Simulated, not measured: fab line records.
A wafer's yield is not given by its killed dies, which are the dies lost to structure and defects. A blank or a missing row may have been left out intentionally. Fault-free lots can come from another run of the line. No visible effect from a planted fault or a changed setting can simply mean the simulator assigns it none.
Which of the tools did it? -- flow gf180mcu -- Sampling: 12 lots, 36 wafers, 4 of 602 route steps

WHAT THE GAUGES SHOWED, per wafer
GF_V1_RS_MEAS_24: measurement is done with a four-point probe. Usual: V1_W_RS 0.327 ohm/sq, standard deviation 0.0039.
lot,measured,on,V1_W_RS (ohm/sq),flag
L488,day 18 10:38,filmMetro-04,0.327 0.330 0.330,
L489,day 19 02:13,filmMetro-01,0.325 0.331 0.327,
L492,day 20 04:53,filmMetro-04,0.327 0.328 0.326,
L493,day 20 10:58,filmMetro-04,0.327 0.322 0.327,
L494,day 20 21:35,filmMetro-01,0.331 0.331 0.328,
L497,day 22 01:22,filmMetro-02,0.322 0.322 0.326,
L499,day 22 18:50,filmMetro-01,0.330 0.330 0.324,
L501,day 23 08:58,filmMetro-04,0.377 0.328 0.379,OFF
L502,day 23 21:22,filmMetro-01,0.387 0.335 0.389,OFF
L503,day 24 02:04,filmMetro-01,0.386 0.383 0.381,OFF
L504,day 24 12:27,filmMetro-02,0.331 0.381 0.332,OFF
L508,day 25 09:56,filmMetro-02,0.326 0.322 0.329,

GF_V1_THK_MEAS_25: measures by xrf. Usual: V1_W_THK 346 nm, standard deviation 4.8.
lot,measured,on,V1_W_THK (nm),flag
L488,day 18 10:45,filmMetro-04,347 343 344,
L489,day 19 02:19,filmMetro-01,343 339 342,
L492,day 20 04:59,filmMetro-04,348 346 348,
L493,day 20 11:04,filmMetro-04,348 352 349,
L494,day 20 21:43,filmMetro-01,341 342 345,
L497,day 22 01:29,filmMetro-02,357 355 352,
L499,day 22 18:58,filmMetro-01,344 344 351,
L501,day 23 09:05,filmMetro-04,310 344 306,OFF
L502,day 23 21:28,filmMetro-01,303 341 301,OFF
L503,day 24 02:11,filmMetro-01,301 305 305,OFF
L504,day 24 12:33,filmMetro-02,343 305 338,OFF
L508,day 25 10:02,filmMetro-02,347 353 345,

WHICH TOOL RAN EACH LOT (tool, then ch and the chambers of the sampled wafers, then the start)
lot,GF_M1_SPUTTER_03,GF_V1_CVD_23
L488,"pvdSputter-04, day 16 10:38","cvdW-01 ch 0, day 18 10:31"
L489,"pvdSputter-01, day 17 00:53","cvdW-02 ch 0,1, day 19 02:05"
L492,"pvdSputter-02, day 18 01:56","cvdW-02 ch 0,1, day 20 04:45"
L493,"pvdSputter-04, day 18 06:44","cvdW-01 ch 0,1, day 20 10:52"
L494,"pvdSputter-02, day 18 18:34","cvdW-02 ch 0,1, day 20 21:28"
L497,"pvdSputter-02, day 19 22:29","cvdW-02 ch 0,1, day 22 01:14"
L499,"pvdSputter-01, day 20 17:13","cvdW-02 ch 0,1, day 22 18:43"
L501,"pvdSputter-02, day 21 07:33","cvdW-02 ch 0,1, day 23 08:51"
L502,"pvdSputter-04, day 21 21:40","cvdW-02 ch 0,1, day 23 21:13"
L503,"pvdSputter-01, day 22 02:28","cvdW-02 ch 1, day 24 01:57"
L504,"pvdSputter-01, day 22 12:58","cvdW-02 ch 0,1, day 24 12:20"
L508,"pvdSputter-04, day 23 10:40","cvdW-01 ch 0,1, day 25 09:49"
- GF_M1_SPUTTER_03: material Ti, target thk 10 nm, time 6.7 s.
- GF_V1_CVD_23: deposits W, target thk 350 nm, time 105.05 s.

AS READ BY THE TOOLS THEMSELVES (means over the sampled wafers that have a number; for cases with no such wafer, the mark the record gives instead)
GF_M1_SPUTTER_03. Usual: throttleValvePct 30.2 %, standard deviation 1.2.
lot,tool,throttleValvePct (%),flag
L488,pvdSputter-04,30.6,
L489,pvdSputter-01,29.9,
L492,pvdSputter-02,31.9,
L493,pvdSputter-04,29.1,
L494,pvdSputter-02,31.1,
L497,pvdSputter-02,31.0,
L499,pvdSputter-01,28.1,
L501,pvdSputter-02,31.6,
L502,pvdSputter-04,30.3,
L503,pvdSputter-01,29.8,
L504,pvdSputter-01,29.1,
L508,pvdSputter-04,29.3,

GF_V1_CVD_23. Usual: chamberPressureTorr 39.99 Torr, standard deviation 0.082; heaterPowerW 886 W, standard deviation 34.
lot,tool,chamberPressureTorr (Torr),heaterPowerW (W),flag
L488,cvdW-01,40.07,943,
L489,cvdW-02,39.99,888,
L492,cvdW-02,40.03,882,
L493,cvdW-01,40.08,861,
L494,cvdW-02,39.95,890,
L497,cvdW-02,40.02,892,
L499,cvdW-02,39.99,878,
L501,cvdW-02,40.02,886,
L502,cvdW-02,40.02,883,
L503,cvdW-02,39.99,879,
L504,cvdW-02,39.96,879,
L508,cvdW-01,40.00,857,

THE ANSWER, worked out from the rows above alone
Rule: a lot is off if the mean of its wafers that have a number lies more than 3 standard deviations from the usual mean. Also off: a lot with no number at a reading for which 4 or more lots have one. The other lots that the step has rows for count as sound. Order of review: gauges by route order, followed by the tools' own readings, for which a lot's mean as printed above is used. The first step at which some lot is off is used, and at that step the reading that is off furthest; a lot without a number counts as furthest.
Off: L501, L502, L503, L504, seen at GF_V1_RS_MEAS_24 (V1_W_RS).
If a tool, at a process step before that reading, ran all the lots that are off and no sound lot after the first of them, it fits. Those tools and the gauges at GF_V1_RS_MEAS_24 are tried in the same way. One fits: cvdW-02 at GF_V1_CVD_23. A fault onset in the window from L499 (day 22 18:43, its last sound lot) to L501 (day 23 08:51, its first lot off) fits.

WHAT HAD BEEN PUT IN BY THE SIMULATOR
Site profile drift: cvdW-02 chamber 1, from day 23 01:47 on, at GF_V1_CVD_23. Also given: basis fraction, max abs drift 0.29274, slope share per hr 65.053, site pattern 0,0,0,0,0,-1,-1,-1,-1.
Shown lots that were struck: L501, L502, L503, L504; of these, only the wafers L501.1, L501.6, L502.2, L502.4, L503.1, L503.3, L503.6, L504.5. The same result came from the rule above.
